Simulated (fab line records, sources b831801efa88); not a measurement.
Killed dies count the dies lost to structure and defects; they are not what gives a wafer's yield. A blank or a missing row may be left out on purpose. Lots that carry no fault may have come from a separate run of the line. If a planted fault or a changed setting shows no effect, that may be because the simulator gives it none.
Problem report, 8D (eight disciplines) form, completed by code | flow sfq line | the parts of the form that need people (team, actions taken, sign-off) are left out

1. WHAT WENT WRONG
Mean M2_OVL at SFQ_M2_OVL_MEAS_916: 86 nm over 6 wafers in 2 lots; fault-free wafers: -3 nm, standard deviation 5.3. That is +17 standard deviations from the usual mean.
The first sign was on wafer L825.1 at day 42 10:09, on overlay-01. The record has a number at this step for 30 wafers belonging to 10 lots. The rule behind "out" and "out of limits": a value lying over 4 standard deviations away from the usual mean. All remaining wafers that have a number are taken as sound.

2. WHAT IT IS; WHAT IT IS NOT
question                    | is                     | is not
which readings at this step | M2_OVL                 | -
which lots                  | L825, L831             | L817, L818, L819, L820, L821, L826, L827, L839
which wafers of those lots  | all that have a number | -
read on which gauges        | overlay-01             | overlay-02
when                        | from day 42 10:09      | up to then (15 sound wafers); but 9 sound wafers of L826, L827, L839 came after

3. THE SUSPECTS, EACH WITH WHAT RULES IT OUT
Counting: a tool at any process step up to the reading remains a suspect when it ran all the lots that are out and ran no sound lot after the first of those.
- the gauge at SFQ_M2_OVL_MEAS_916: kept. All the wafers that are out were read on overlay-01, and no step on other tools shows them out.
- krf scanner-01 at SFQ_TRILAYER_M2_LITHO_EXPOSE_058 (exposes mask M2, target cd 500 nm): kept. All lots that are out passed through it, beginning with L825 at day 42 08:39, and no sound lot followed; its final sound lot before that point was L818 at day 38 12:23.
Left after counting: krf scanner-01 at SFQ_TRILAYER_M2_LITHO_EXPOSE_058, overlay-01 at SFQ_M2_OVL_MEAS_916.

4. THE CAUSE (what the simulator had put in)
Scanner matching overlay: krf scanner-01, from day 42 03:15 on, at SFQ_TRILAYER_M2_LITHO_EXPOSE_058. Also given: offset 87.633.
Of the 2 suspects that counting leaves, this tool is one.

5. THE EFFECT CHAIN, in route order
One row per reading whose mean, taken over the struck wafers that have a number, lies over 3 standard deviations from the usual. Readings are gone through only where the record gives a usual standard deviation; hours: the median, over the lots, of the time from a lot's start at the first step in this table giving one to that lot's start at this step; sigmas: the change measured in usual standard deviations.
hours | step                | reading | usual | on struck wafers | change | sigmas
0     | SFQ_M2_OVL_MEAS_916 | M2_OVL  | -3 nm | 86               | +89    | +17
Later steps that measure or inspect, where all struck wafers having a row at the step show a number for every such reading and not one has moved that far: SFQ_I4_BOW_MEAS_927, SFQ_M7_RS_MEAS_943.

6. WHAT WOULD HAVE CAUGHT IT SOONER
Counted from the fault's start at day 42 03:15, it took 7 hours until the first out-of-limits reading at a measuring or inspecting step in this record, taken at day 42 10:09.
Of the lots that are out (2), L831 began SFQ_TRILAYER_M2_LITHO_EXPOSE_058 on krf scanner-01 after day 42 10:09. A hold on the tool at that time would have spared it.
